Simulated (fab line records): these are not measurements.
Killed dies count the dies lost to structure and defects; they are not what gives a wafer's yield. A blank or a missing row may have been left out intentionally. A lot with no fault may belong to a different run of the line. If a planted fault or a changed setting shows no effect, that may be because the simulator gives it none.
Matching of chambers | flow sky130 | SKY_VIA3_CMP_02 on cmp-02 has 4 sister chambers
The step polishes SiO2. 8 wafers are shown with their chamber, then 12 later ones without.

== WAFERS PAIRED WITH THEIR CHAMBERS ==
wafer  | chamber | motor-current-A (A) | slurry-flow-ml-min
L086.6 | 3       | 12.0                | 150.2
L087.6 | 0       | 12.3                | 149.9
L089.3 | 2       | 12.0                | 150.2
L089.5 | 0       | 11.9                | 149.8
L089.6 | 1       | 11.9                | 149.9
L088.1 | 2       | 12.1                | 150.4
L088.2 | 3       | 12.0                | 150.8
L088.6 | 1       | 11.6                | 150.2

== WAFERS MISSING THEIR CHAMBER ==
wafer  | motor-current-A (A) | slurry-flow-ml-min
L091.1 | 12.3                | 149.8
L091.2 | 11.7                | 149.5
L091.6 | 12.0                | 150.2
L092.1 | 12.5                | 150.3
L092.4 | 12.6                | 150.5
L092.6 | 12.4                | 150.1
L093.2 | 12.4                | 150.1
L093.4 | 12.2                | 149.7
L093.6 | 12.2                | 149.9
L095.2 | 12.7                | 149.5
L095.5 | 12.6                | 150.4
L095.6 | 12.3                | 150.2

== THE CHAMBER EACH PASSED THROUGH ==
wafer  | from the rows above               | in truth
L091.1 | can't be placed: 0 or 2           | 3
L091.2 | can't be placed: 1 or 0 or 2      | 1
L091.6 | can't be placed: 2 or 3 or 0 or 1 | 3
L092.1 | can't be placed: 2 or 0 or 3 or 1 | 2
L092.4 | can't be placed: 2 or 3 or 0 or 1 | 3
L092.6 | can't be placed: 0 or 2 or 3 or 1 | 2
L093.2 | can't be placed: 0 or 2 or 3 or 1 | 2
L093.4 | can't be placed: 0 or 2           | 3
L093.6 | can't be placed: 0 or 2 or 1      | 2
L095.2 | can't be placed: 0 or 2 or 3      | 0
L095.5 | can't be placed: 2 or 3 or 0 or 1 | 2
L095.6 | can't be placed: 2 or 0 or 3 or 1 | 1
0 of 12 placed correctly. These rows do not allow placing 12 (true chamber among the candidates in 10). 0 placed wrongly.
How it was worked out, from the rows above alone: a wafer's distance from a chamber is the root of the sum, over the readings, of the square of ((its reading less the chamber's mean) divided by the reading's scatter). If the next closest chamber is less than 2 further off than the closest, the wafer can't be placed; otherwise it belongs to the closest. The mean given for a chamber averages the wafers shown for that chamber. The scatter: the root of (the sum of the squares of (reading less its chamber's mean) over the shown wafers, divided by (wafers less chambers)).
